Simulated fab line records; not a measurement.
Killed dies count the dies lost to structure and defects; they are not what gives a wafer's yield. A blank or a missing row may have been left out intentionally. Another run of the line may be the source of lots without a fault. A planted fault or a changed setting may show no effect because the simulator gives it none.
Which of the tools did it? ; flow sky130 ; 39 wafers from 13 lots sampled at 6 of the route's 708 steps

WHAT THE GAUGES SHOWED, per wafer
SKY_DNWELL_TW_MEAS_09. Usual: DNWELL_TW typically reads 1123, with standard deviation 12.
lot;measured;on;DNWELL_TW;flag
L818;day 3 12:17;film metro-03;1113 1119 1114;
L819;day 3 13:08;film metro-02;1110 1111 1112;
L822;day 4 02:28;film metro-01;1137 1135 1139;
L823;day 4 11:08;film metro-03;1116 1120 1118;
L824;day 4 20:11;film metro-01;1145 1134 1141;
L825;day 4 20:13;film metro-03;1115 1113 1123;
L828;day 5 10:25;film metro-01;31 31 31;OFF
L829;day 5 18:10;film metro-03;1112 1108 1110;
L837;day 7 11:43;film metro-02;1126 1120 1125;
L838;day 7 15:56;film metro-01;1146 1151 1146;
L839;day 7 19:52;film metro-03;1110 1114 1104;
L840;day 8 04:32;film metro-01;1136 1132 1141;
L841;day 8 10:40;film metro-01;1129 1139 1142;

SKY_PWDE_TW_MEAS_10. Usual: PWDE_TW typically reads 378, with standard deviation 4.2.
lot;measured;on;PWDE_TW;flag
L818;day 4 04:18;film metro-02;374 372 373;
L819;day 4 04:55;film metro-01;382 382 385;
L822;day 4 19:37;film metro-03;375 376 375;
L823;day 5 05:13;film metro-01;383 380 379;
L824;day 5 14:07;film metro-02;375 374 375;
L825;day 5 14:13;film metro-03;373 373 373;
L828;day 6 04:24;film metro-02;1130 1139 1132;OFF
L829;day 6 12:11;film metro-01;384 385 382;
L837;day 8 07:54;film metro-03;374 376 376;
L838;day 8 13:04;film metro-02;374 374 375;
L839;day 8 17:02;film metro-01;381 382 379;
L840;day 9 01:12;film metro-01;379 381 380;
L841;day 9 08:48;film metro-02;375 374 374;

SKY_VT_ADJUST_NCORE_OVL_MEAS_08. Usual: VT_ADJUST_NCORE_OVL typically reads -0.7 nm, with standard deviation 1.5.
lot;measured;on;VT_ADJUST_NCORE_OVL (nm);flag
L818;day 8 22:29;overlay-02;-1.3 -3.3 -3.5;
L819;day 8 23:29;overlay-02;3.6 2.4 1.9;
L822;day 9 15:29;overlay-01;-1.4 -1.7 -1.9;
L823;day 10 05:35;overlay-01;-0.4 -0.1 0.2;
L824;day 10 14:38;overlay-01;-1.8 -1.0 -3.0;
L825;day 10 18:18;overlay-02;0.6 1.6 1.6;
L828;day 11 11:05;overlay-01;-3.3 -2.2 -2.5;
L829;day 11 20:42;overlay-02;0.4 -1.4 0.5;
L837;day 14 02:47;overlay-02;-3.2 -2.1 -1.0;
L838;day 14 09:48;overlay-01;-0.9 -0.3 0.2;
L839;day 14 14:02;overlay-02;1.2 -0.4 0.9;
L840;day 14 22:23;overlay-02;-1.0 -2.2 -1.7;
L841;day 15 07:59;overlay-02;-1.2 -0.1 -0.2;

SKY_SD_P_CD_MEAS_07: target cd 380 nm. Usual: cd nm reads 380.0 nm (standard deviation 2.8).
lot;measured;on;cd nm (nm);flag
L818;day 25 23:37;cd sem-01;378.4 378.0 379.5;
L819;day 25 21:58;cd sem-02;384.8 384.4 381.7;
L822;day 26 22:35;cd sem-02;376.3 376.5 373.7;
L823;day 27 16:50;cd sem-01;385.1 384.1 381.5;
L824;day 28 02:06;cd sem-01;380.4 380.8 381.5;
L825;day 27 23:49;cd sem-02;377.5 376.4 381.0;
L828;day 29 02:38;cd sem-02;379.6 379.4 377.6;
L829;day 29 07:56;cd sem-01;383.5 380.0 380.5;
L837;day 31 18:20;cd sem-02;378.6 377.7 378.2;
L838;day 32 02:44;cd sem-02;377.3 378.4 377.4;
L839;day 32 06:23;cd sem-02;381.2 380.2 379.1;
L840;day 32 10:02;cd sem-02;382.6 383.0 382.6;
L841;day 32 21:32;cd sem-01;385.8 384.2 383.3;

EACH LOT AND THE TOOL THAT RAN IT (in order: tool; ch and the chambers of the sampled wafers; start)
lot;SKY_DNWELL_EXPOSE_04;SKY_POLY_GATE_ETCH_15
L818;iline stepper-01 ch 0, day 3 04:34;rie diel-02 ch 1,3, day 16 21:13
L819;iline stepper-01 ch 0, day 3 05:49;rie diel-03 ch 0,2,3, day 16 21:13
L822;iline stepper-01 ch 0, day 3 18:05;rie diel-04 ch 2,3, day 17 23:43
L823;iline stepper-02 ch 0, day 4 03:11;rie diel-03 ch 0,3, day 18 17:49
L824;iline stepper-01 ch 0, day 4 10:41;rie diel-02 ch 1,2, day 19 03:58
L825;iline stepper-02 ch 0, day 4 10:55;rie diel-03 ch 0,1, day 19 01:37
L828;iline stepper-01 ch 0, day 5 01:28;rie diel-04 ch 0,2, day 20 04:50
L829;iline stepper-01 ch 0, day 5 09:30;rie diel-02 ch 0,1, day 20 10:22
L837;iline stepper-02 ch 0, day 7 02:34;rie diel-03 ch 1,2, day 23 02:28
L838;iline stepper-02 ch 0, day 7 07:09;rie diel-04 ch 0,1,3, day 23 12:44
L839;iline stepper-02 ch 0, day 7 10:50;rie diel-02 ch 0,1,2, day 23 15:53
L840;iline stepper-02 ch 0, day 7 17:49;rie diel-03 ch 1,2,3, day 23 21:16
L841;iline stepper-01 ch 0, day 8 00:20;rie diel-04 ch 1,2,3, day 24 09:20
- SKY_DNWELL_EXPOSE_04: exposes mask DNM, target cd 3000 nm.
- SKY_POLY_GATE_ETCH_15: etches BARC in N2/H2, stops on SiO2, time 118.5 s, target depth 110 nm.

AS READ BY THE TOOLS THEMSELVES (means over the sampled wafers that have a number; for cases with no such wafer, the mark the record gives instead)
SKY_POLY_GATE_ETCH_15. Usual: drypump motor current A 5.8 A, standard deviation 0.47; oes product au 0.723 a.u., standard deviation 0.0044; throttle valve pct 13.018 %, standard deviation 0.0089.
lot;tool;drypump motor current A (A);oes product au (a.u.);throttle valve pct (%);flag
L818;rie diel-02;5.9;0.725;13.026;
L819;rie diel-03;6.1;0.723;13.010;
L822;rie diel-04;5.4;0.723;13.021;
L823;rie diel-03;6.2;0.721;13.021;
L824;rie diel-02;5.9;0.724;13.017;
L825;rie diel-03;6.1;0.720;13.016;
L828;rie diel-04;5.3;0.724;13.013;
L829;rie diel-02;6.0;0.726;13.028;
L837;rie diel-03;6.0;0.723;13.008;
L838;rie diel-04;5.4;0.720;13.007;
L839;rie diel-02;6.0;0.723;13.018;
L840;rie diel-03;6.0;0.721;13.025;
L841;rie diel-04;5.2;0.723;13.028;

THE ANSWER, worked out from the rows above alone
Rule: a lot is off if the mean of its wafers that have a number lies more than 3 standard deviations from the usual mean. Also off: a lot with no number at a reading for which 4 or more lots have one. Any other lot the step has rows for is counted as sound. The gauges are gone through in route order, then the tools' own readings, and for those a lot's mean is taken as printed above. The first step at which some lot is off is used, and at that step the reading that is off furthest; a lot without a number counts as furthest.
Off: at SKY_DNWELL_TW_MEAS_09 (DNWELL_TW), L828.
A tool fits if, at a process step before that reading, it ran every lot that is off, and no sound lot after the first of them. Not tried: the gauges at SKY_DNWELL_TW_MEAS_09; whatever is off there is also off at SKY_PWDE_TW_MEAS_10, on other tools, and gauge error can't account for it. No candidate that was tried fits.

WHAT THE SIMULATOR PUT IN
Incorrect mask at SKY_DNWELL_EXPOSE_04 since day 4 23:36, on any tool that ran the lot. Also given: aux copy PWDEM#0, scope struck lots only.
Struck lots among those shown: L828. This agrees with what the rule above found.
